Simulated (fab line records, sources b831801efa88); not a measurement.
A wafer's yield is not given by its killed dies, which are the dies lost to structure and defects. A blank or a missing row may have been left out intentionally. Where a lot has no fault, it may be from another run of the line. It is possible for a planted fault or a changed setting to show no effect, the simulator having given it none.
Struck lot and sound lot, side by side | flow sky130 | 44 steps out of a route of 708
Sound: the wafers L912.1, L912.3, L912.4. Wafers struck: L919.1, L919.2, L919.4. Last of all comes the cause.
Each step with rows lists, per side, the tool, then ch with its chambers, then its first start. Under that, the readings that differ: sound wafers | struck wafers | difference of the means | sigmas: that difference in standard deviations of wafers without a fault.
alike: readings whose means differ by less than 2 such deviations, and words and numbers that are the same on both sides. not compared: withheld readings, readings that some wafer has no value for, bounds like >300 that may hide the same value, and numbers for which the record gives no deviation and whose values overlap.
A row with sigmas, a row that says differs or no value, or rows on one side alone: a step with any of these is where the two part. Non-overlapping numbers with no deviation appear without sigmas and do not part them. Lack of a reading on every wafer of one side parts them only where that side has two or more wafers.

first, 5 steps without rows for these wafers: SKY_FIELD_ISO_WET_ETCH_18 (etches Si3N4 in H3PO4, target depth 25 nm, time 286 s); SKY_FIELD_ISO_CLEAN_19 (cleans in SC1/SC2, time 150 s); SKY_FIELD_ISO_CLEAN_20 (cleans in dHF, time 20 s); SKY_FIELD_ISO_WET_ETCH_21 (etches SiO2 in dHF, target depth 20 nm, time 400 s); SKY_FIELD_ISO_OXIDATION_22 (stabilise 600 s, purge 300 s, target thk 10 nm).
SKY_FIELD_ISO_THK_MEAS_23:
  sound on filmMetro-04 at day 3 09:50; struck on filmMetro-02 at day 4 21:19
  alike: FIELD_ISO_OXIDATION_01_THK
then, 1 step without rows for these wafers: SKY_FIELD_ISO_CVD_24 (deposits SiO2, target thk 595 nm, time 99.2 s).
SKY_FIELD_ISO_THK_MEAS_25:
  sound on filmMetro-01 at day 3 09:58; struck on filmMetro-04 at day 4 21:27
  alike: FIELD_ISO_CVD_24_THK
then, 1 step without rows for these wafers: SKY_FIELD_ISO_ANNEAL_26 (time 1800 s).
SKY_FIELD_ISO_CMP_27: polishes, stops on Si3N4, t overpolish 16 s, target thk 457.8 nm.
  sound on cmp-01 ch 0,1,3, day 3 11:34; struck on cmp-01 ch 0,2,3, day 4 23:01
  alike: edgeZonePressureFrac, motorCurrentA, overpolishRunS, timeToEndpointS
then, 2 steps without rows for these wafers: SKY_FIELD_ISO_WET_ETCH_28 (etches SiO2 in dHF, target depth 23.7 nm, time 47 s); SKY_FIELD_ISO_WET_ETCH_29 (etches Si3N4 in H3PO4, target depth 160 nm, time 1825 s).
SKY_FIELD_ISO_WET_ETCH_30: etches SiO2 in dHF, target depth 25 nm, time 50 s.
  sound on wetBench-04 ch 2, day 3 12:25; struck on wetBench-04 ch 2, day 4 23:53
reading                                   | sound             | struck            | difference | sigmas
runLengthS (s)                            | 76.6 76.6 76.6    | 53.3 53.3 53.3    | -23.3      | -8
model.SiO2_of_FIELD_ISO_CVD_24.thkNm (nm) | 404.1 405.2 404.3 | 416.7 416.3 417.4 | +12.3      | 
then, 2 steps without rows for these wafers: SKY_NWELL_CLEAN_00 (cleans in SC1/SC2, time 150 s); SKY_NWELL_OXIDATION_01 (stabilise 600 s, purge 300 s, target thk 10 nm).
SKY_NWELL_THK_MEAS_02:
  sound on filmMetro-02 at day 3 18:43; struck on filmMetro-02 at day 5 02:02
  alike: NWELL_OXIDATION_THK
then, 8 steps without rows for these wafers: SKY_DNWELL_DEHYDRATE_00 (time 60 s); SKY_DNWELL_HMDS_01 (prime time 60 s); SKY_DNWELL_COAT_02 (resist thk 3000 nm); SKY_DNWELL_SOFTBAKE_03; SKY_DNWELL_EXPOSE_04 (exposes mask DNM, target cd 3000 nm); SKY_DNWELL_PEB_05; SKY_DNWELL_DEVELOP_06 (develop time 60 s); SKY_DNWELL_IMPLANT_07.
SKY_DNWELL_STRIP_08: strips in O2/N2.
  sound on plasmaAsher-01 ch 0,1, day 4 11:38; struck on plasmaAsher-01 ch 0,1, day 5 20:27
reading                  | sound             | struck            | difference | sigmas
stripTimeToEndpointS (s) | 37.08 37.05 37.11 | 36.92 36.85 36.75 | -0.24      | -3
  alike: drypumpMotorCurrentA, oesProductAu
  not compared: rfHoursCounterH
SKY_DNWELL_TW_MEAS_09:
  sound on filmMetro-01 at day 4 11:44; struck on filmMetro-03 at day 5 20:33
  alike: DNWELL_TW
then, 7 steps without rows for these wafers: SKY_PWDE_DEHYDRATE_00 (time 60 s); SKY_PWDE_HMDS_01 (prime time 60 s); SKY_PWDE_COAT_02 (resist thk 3000 nm); SKY_PWDE_SOFTBAKE_03; SKY_PWDE_EXPOSE_04 (exposes mask PWDEM, target cd 840 nm); SKY_PWDE_PEB_05; SKY_PWDE_DEVELOP_06 (develop time 60 s).
SKY_PWDE_OVL_MEAS_07:
  sound on overlay-02 at day 5 04:03; struck on overlay-02 at day 6 15:25
  alike: PWDE_OVL
then, 1 step without rows for these wafers: SKY_PWDE_IMPLANT_08.
SKY_PWDE_STRIP_09: strips in O2/N2.
  sound on plasmaAsher-04 ch 0,1, day 5 04:14; struck on plasmaAsher-04 ch 0,1, day 6 15:36
  alike: drypumpMotorCurrentA, oesProductAu, stripTimeToEndpointS
  not compared: rfHoursCounterH
SKY_PWDE_TW_MEAS_10:
  sound on filmMetro-02 at day 5 04:20; struck on filmMetro-01 at day 6 15:42
  alike: PWDE_TW
then, 5 steps without rows for these wafers: SKY_NWELL_DEHYDRATE_03 (time 60 s); SKY_NWELL_HMDS_04 (prime time 60 s); SKY_NWELL_COAT_05 (resist thk 3000 nm); SKY_NWELL_SOFTBAKE_06; SKY_NWELL_EXPOSE_07 (exposes mask NWM, target cd 840 nm).
-- the record jumps here: 26 days lie between the struck wafers' starts before and after (it left off in module NWELL and takes up again in module SALICIDE, whose first step shown is number 361 of the route) --
SKY_SALICIDE_CLEAN_00: cleans in HF-last, time 30 s.
  sound on wetBench-03 ch 0, day 30 06:00; struck on wetBench-01 ch 3, day 32 07:52
reading                                   | sound           | struck          | difference | sigmas
model.SiO2_of_FIELD_ISO_CVD_24.thkNm (nm) | 357.7 359 357.9 | 370.2 369.7 371 | +12.1      | 
-- the record jumps here: 17 days lie between the struck wafers' starts before and after (it left off in module SALICIDE and takes up again in module PAD_OPEN, whose first step shown is number 708 of the route) --
SKY_PAD_OPEN_PROBE_99:
  sound on prober-01 at day 47 12:25; struck on prober-01 at day 48 21:03
reading                               | sound                         | struck                        | difference | sigmas
model.etest.res_p_drift_20v.lineOhmUm | 1.193e+04 1.138e+04 1.153e+04 | 1.222e+04 1.25e+04 1.259e+04  | +8.233e+02 | 
model.etest.res_p_drift_20v.rsOhmSq   | 1.004e+04 9556 9663           | 1.022e+04 1.064e+04 1.059e+04 | +7.303e+02 | 
model.etest.pfet_16v.rOnOhmUm         | 1.551e+04 1.526e+04 1.544e+04 | 1.565e+04 1.591e+04 1.586e+04 | +4.033e+02 | 
model.etest.capPolyToWell.cAfUm2      | 91.26 91.72 91.26             | 90.93 87.74 88.46             | -2.37      | 
model.etest.fieldP.vtV (V)            | -42.28 -41.24 -41.24          | -43.4 -44.47 -44.5            | -2.5       | 
model.etest.fieldN.vtV (V)            | 36.25 35.72 35.86             | 36.74 36.87 37.04             | +0.94      | 
model.etest.sramNfetPass.offLog10AUm  | -12.76 -12.77 -12.67          | -13.34 -13.29 -13.13          | -0.52      | 
  alike: killed_at_M0_to_M3, killed_at_M4_up, killedAtContacts, killedAtFrontEnd, killedAtOther, killedDies, killedOpen, killedShort
  not compared: model.etest.capLiToPoly.cAfUm2

## WHERE THEY PART
Last at SKY_DNWELL_STRIP_08 as far as this record goes, first at SKY_FIELD_ISO_WET_ETCH_30. Later steps at which nothing parts them and some readings are alike: SKY_DNWELL_TW_MEAS_09, SKY_PWDE_OVL_MEAS_07, SKY_PWDE_STRIP_09, SKY_PWDE_TW_MEAS_10, SKY_PAD_OPEN_PROBE_99.

WHY: whatever the simulator had introduced
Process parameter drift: wetBench-04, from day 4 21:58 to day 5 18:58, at SKY_FIELD_ISO_WET_ETCH_30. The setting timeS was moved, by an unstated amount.
